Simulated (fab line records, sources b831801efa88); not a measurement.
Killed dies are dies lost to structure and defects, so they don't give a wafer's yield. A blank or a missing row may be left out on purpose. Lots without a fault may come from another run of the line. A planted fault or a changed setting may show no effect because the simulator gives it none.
Which tool did it? | flow gf180mcu | 24 lots, 72 wafers sampled, at 5 steps of a route of 602

WHAT THE GAUGES READ, wafer by wafer
GF_V2_THK_MEAS_03.
lot  | measured     | on            | V2_CVD_02_THK (nm)
L074 | day 20 06:07 | film_metro-02 | 850 848 862
L075 | day 20 12:15 | film_metro-03 | 851 860 840
L076 | day 20 22:45 | film_metro-04 | 839 835 849
L077 | day 21 06:59 | film_metro-03 | 832 826 864
L078 | day 21 13:38 | film_metro-04 | 849 830 838
L079 | day 22 05:12 | film_metro-04 | 839 862 870
L080 | day 22 09:01 | film_metro-04 | 844 854 874
L081 | day 22 17:10 | film_metro-03 | 840 850 847
L082 | day 23 04:41 | film_metro-02 | 856 829 842
L083 | day 23 11:12 | film_metro-02 | 840 849 853
L084 | day 23 14:50 | film_metro-02 | 852 862 852
L085 | day 24 06:37 | film_metro-03 | 839 840 853
L086 | day 24 13:49 | film_metro-02 | 846 854 859
L087 | day 24 19:47 | film_metro-04 | 837 859 862
L088 | day 25 04:02 | film_metro-04 | 844 851 858
L089 | day 25 13:11 | film_metro-04 | 830 848 868
L090 | day 25 18:48 | film_metro-03 | 851 855 847
L091 | day 26 01:53 | film_metro-03 | 840 855 859
L092 | day 26 10:22 | film_metro-02 | 839 842 850
L093 | day 26 16:44 | film_metro-03 | 841 840 854
L094 | day 26 20:03 | film_metro-02 | 842 853 850
L095 | day 27 02:56 | film_metro-04 | 845 835 857
L096 | day 27 10:33 | film_metro-03 | 852 863 861
L097 | day 27 17:15 | film_metro-03 | 837 843 854

GF_M3_OVL_MEAS_15.
lot  | measured     | on         | M3_OVL (nm)
L074 | day 22 10:30 | overlay-01 | 0 -5 -2
L075 | day 22 14:57 | overlay-01 | 1 5 5
L076 | day 23 01:51 | overlay-01 | -3 -11 -9
L077 | day 23 08:38 | overlay-02 | -2 3 0
L078 | day 23 16:16 | overlay-02 | -3 -1 -10
L079 | day 24 06:09 | overlay-01 | -6 -1 -1
L080 | day 24 10:37 | overlay-02 | 1 -1 1
L081 | day 24 18:15 | overlay-02 | -5 -10 -9
L082 | day 25 05:22 | overlay-01 | 5 5 1
L083 | day 25 11:22 | overlay-02 | -8 -10 -11
L084 | day 25 14:17 | overlay-01 | -4 -8 -3
L085 | day 26 05:54 | overlay-01 | -3 0 -2
L086 | day 26 12:11 | overlay-01 | 6 -4 -3
L087 | day 26 18:06 | overlay-02 | -1 1 -8
L088 | day 27 00:36 | overlay-02 | -1 -1 1
L089 | day 27 09:19 | overlay-02 | -8 9 -7
L090 | day 27 14:52 | overlay-02 | 0 3 -5
L091 | day 27 21:09 | overlay-02 | -5 -3 -6
L092 | day 28 05:25 | overlay-02 | -5 -14 -6
L093 | day 28 11:46 | overlay-01 | -14 -7 -9
L094 | day 28 14:24 | overlay-02 | -2 -8 -4
L095 | day 28 20:55 | overlay-01 | -5 4 0
L096 | day 29 05:27 | overlay-01 | -5 1 5
L097 | day 29 12:01 | overlay-01 | 5 -3 -1

GF_M4_CD_MEAS_14: target cd 280 nm.
lot  | measured     | on        | cd_nm (nm)
L074 | day 24 11:59 | cd_sem-02 | 279.4 279.3 277.9
L075 | day 24 16:32 | cd_sem-01 | 278.8 279.9 278.8
L076 | day 25 02:27 | cd_sem-01 | 279.8 279.9 280.1
L077 | day 25 09:25 | cd_sem-02 | 279.8 280.3 280.3
L078 | day 25 16:11 | cd_sem-01 | 281.1 279.7 280.7
L079 | day 26 04:38 | cd_sem-02 | 279.3 278.9 279.4
L080 | day 26 09:42 | cd_sem-02 | 280.6 279.2 279.3
L081 | day 26 16:52 | cd_sem-01 | 281.0 282.6 280.0
L082 | day 27 02:21 | cd_sem-01 | 277.7 277.4 277.4
L083 | day 27 08:09 | cd_sem-01 | 277.8 277.1 277.3
L084 | day 27 12:04 | cd_sem-02 | 280.6 279.6 279.7
L085 | day 28 00:51 | cd_sem-02 | 280.8 280.0 280.4
L086 | day 28 08:11 | cd_sem-02 | 278.9 277.8 279.6
L087 | day 28 13:11 | cd_sem-02 | 281.4 279.3 281.6
L088 | day 28 19:46 | cd_sem-02 | 279.5 279.6 279.0
L089 | day 29 04:43 | cd_sem-01 | 278.8 279.2 280.0
L090 | day 29 09:50 | cd_sem-02 | 280.0 279.9 278.6
L091 | day 29 15:06 | cd_sem-01 | 280.2 280.5 280.7
L092 | day 29 23:03 | cd_sem-01 | 279.9 279.2 279.9
L093 | day 30 06:19 | cd_sem-01 | 278.1 278.5 277.2
L094 | day 30 10:00 | cd_sem-02 | 281.3 281.5 281.4
L095 | day 30 14:33 | cd_sem-01 | 280.0 279.8 278.8
L096 | day 30 22:29 | cd_sem-02 | 277.9 277.5 278.3
L097 | day 31 04:30 | cd_sem-02 | 278.7 278.9 280.0

WHICH TOOL RAN EACH LOT (tool, then ch and the chambers of the sampled wafers, then the start)
lot  | GF_V3_CVD_02                    | GF_M4_SPUTTER_00
L074 | pecvd-04 ch 0,1, day 22 11:19   | pvd_sputter-01, day 23 13:08
L075 | pecvd-02 ch 1,2, day 22 15:52   | pvd_sputter-02, day 23 17:21
L076 | pecvd-04 ch 0,1,2, day 23 02:40 | pvd_sputter-04, day 24 03:57
L077 | pecvd-04 ch 0,2, day 23 09:26   | pvd_sputter-02, day 24 11:03
L078 | pecvd-01 ch 0,1,2, day 23 17:09 | pvd_sputter-01, day 24 17:44
L079 | pecvd-01 ch 0,2, day 24 06:59   | pvd_sputter-01, day 25 07:07
L080 | pecvd-02 ch 0,1,2, day 24 11:26 | pvd_sputter-02, day 25 11:28
L081 | pecvd-01 ch 0,1, day 24 19:24   | pvd_sputter-01, day 25 19:16
L082 | pecvd-02 ch 0,1, day 25 06:37   | pvd_sputter-02, day 26 05:37
L083 | pecvd-04 ch 0,2, day 25 12:31   | pvd_sputter-01, day 26 11:52
L084 | pecvd-02 ch 1,2, day 25 15:28   | pvd_sputter-01, day 26 15:16
L085 | pecvd-02 ch 1,2, day 26 06:43   | pvd_sputter-02, day 27 04:33
L086 | pecvd-01 ch 0,2, day 26 13:01   | pvd_sputter-02, day 27 11:31
L087 | pecvd-02 ch 0,1,2, day 26 18:55 | pvd_sputter-02, day 27 16:38
L088 | pecvd-04 ch 1,2, day 27 01:31   | pvd_sputter-01, day 28 00:02
L089 | pecvd-04 ch 1,2, day 27 10:10   | pvd_sputter-02, day 28 08:31
L090 | pecvd-01 ch 0,1, day 27 15:40   | pvd_sputter-01, day 28 14:14
L091 | pecvd-04 ch 0,2, day 27 22:04   | pvd_sputter-04, day 28 19:43
L092 | pecvd-02 ch 0,1, day 28 06:14   | pvd_sputter-01, day 29 03:52
L093 | pecvd-02 ch 0,2, day 28 13:02   | pvd_sputter-01, day 29 10:50
L094 | pecvd-04 ch 0,1,2, day 28 15:18 | pvd_sputter-01, day 29 13:44
L095 | pecvd-01 ch 0,1,2, day 28 22:07 | pvd_sputter-02, day 29 19:51
L096 | pecvd-04 ch 0,2, day 29 06:16   | pvd_sputter-01, day 30 03:14
L097 | pecvd-02 ch 0,1,2, day 29 12:50 | pvd_sputter-01, day 30 09:40
- GF_V3_CVD_02: deposits SiO2 from TEOS, target thk 850 nm, time 94.851 s.
- GF_M4_SPUTTER_00: material Ti, target thk 37.5 nm, time 150 s.

WHAT THE TOOLS THEMSELVES READ (means of the sampled wafers that have a number; where no wafer has one, the mark that the record gives instead)
GF_V3_CVD_02.
lot  | tool     | heater_power_w (W) | rf_fwd_power_W (W)
L074 | pecvd-04 | 685                | 598.3
L075 | pecvd-02 | 874                | 594.9
L076 | pecvd-04 | 575                | 597.0
L077 | pecvd-04 | 661                | 595.6
L078 | pecvd-01 | 722                | 594.6
L079 | pecvd-01 | 670                | 596.4
L080 | pecvd-02 | 721                | 594.8
L081 | pecvd-01 | 700                | 594.8
L082 | pecvd-02 | 624                | 595.5
L083 | pecvd-04 | 676                | 597.3
L084 | pecvd-02 | 725                | 596.5
L085 | pecvd-02 | 742                | 596.2
L086 | pecvd-01 | 662                | 597.4
L087 | pecvd-02 | 755                | 593.8
L088 | pecvd-04 | 609                | 596.7
L089 | pecvd-04 | 671                | 596.8
L090 | pecvd-01 | 692                | 597.2
L091 | pecvd-04 | 606                | 597.1
L092 | pecvd-02 | 622                | 594.8
L093 | pecvd-02 | 735                | 592.6
L094 | pecvd-04 | 684                | 597.0
L095 | pecvd-01 | 745                | 598.3
L096 | pecvd-04 | 639                | 595.8
L097 | pecvd-02 | 744                | 596.7

GF_M4_SPUTTER_00.
lot  | tool           | chamber_pressure_pa (Pa) | throttle_valve_pct (%)
L074 | pvd_sputter-01 | 1.999                    | 29.6
L075 | pvd_sputter-02 | 1.998                    | 30.2
L076 | pvd_sputter-04 | 2.001                    | 29.8
L077 | pvd_sputter-02 | 2.000                    | 29.8
L078 | pvd_sputter-01 | 1.998                    | 30.1
L079 | pvd_sputter-01 | 2.000                    | 29.6
L080 | pvd_sputter-02 | 2.001                    | 29.3
L081 | pvd_sputter-01 | 2.003                    | 29.9
L082 | pvd_sputter-02 | 2.003                    | 29.9
L083 | pvd_sputter-01 | 1.999                    | 29.6
L084 | pvd_sputter-01 | 2.000                    | 30.1
L085 | pvd_sputter-02 | 1.995                    | 29.5
L086 | pvd_sputter-02 | 2.002                    | 29.5
L087 | pvd_sputter-02 | 2.000                    | 29.2
L088 | pvd_sputter-01 | 1.999                    | 30.1
L089 | pvd_sputter-02 | 1.997                    | 29.5
L090 | pvd_sputter-01 | 2.002                    | 29.8
L091 | pvd_sputter-04 | 2.001                    | 30.3
L092 | pvd_sputter-01 | 2.000                    | 30.0
L093 | pvd_sputter-01 | 1.997                    | 29.4
L094 | pvd_sputter-01 | 2.003                    | 29.7
L095 | pvd_sputter-02 | 1.997                    | 29.7
L096 | pvd_sputter-01 | 2.002                    | 30.2
L097 | pvd_sputter-01 | 2.001                    | 29.7

THE ANSWER, worked out from the rows above alone
Rule: what is usual is taken from the lots themselves. Put in order of their means at a reading, lots are off if they are a third of the lots or fewer, leave a main group of 4 or more, and stand apart from it by a gap of 3 or more times the standard deviation of the main group's means; of several such gaps the widest counts. A main group whose means are all the same, to the digits that the tables above print for the reading, isn't used. A lot without any number at a reading at which 4 lots or more have one is off too. The other lots that the step has rows for count as sound. The gauges are gone through in route order, then the tools' own readings, and for those a lot's mean is taken as printed above. The first step at which some lot is off is used, and at that step the reading that is off furthest; a lot without a number counts as furthest.
No lot is off at any reading shown: from this, nothing can be told.

WHAT THE SIMULATOR HAD PUT IN
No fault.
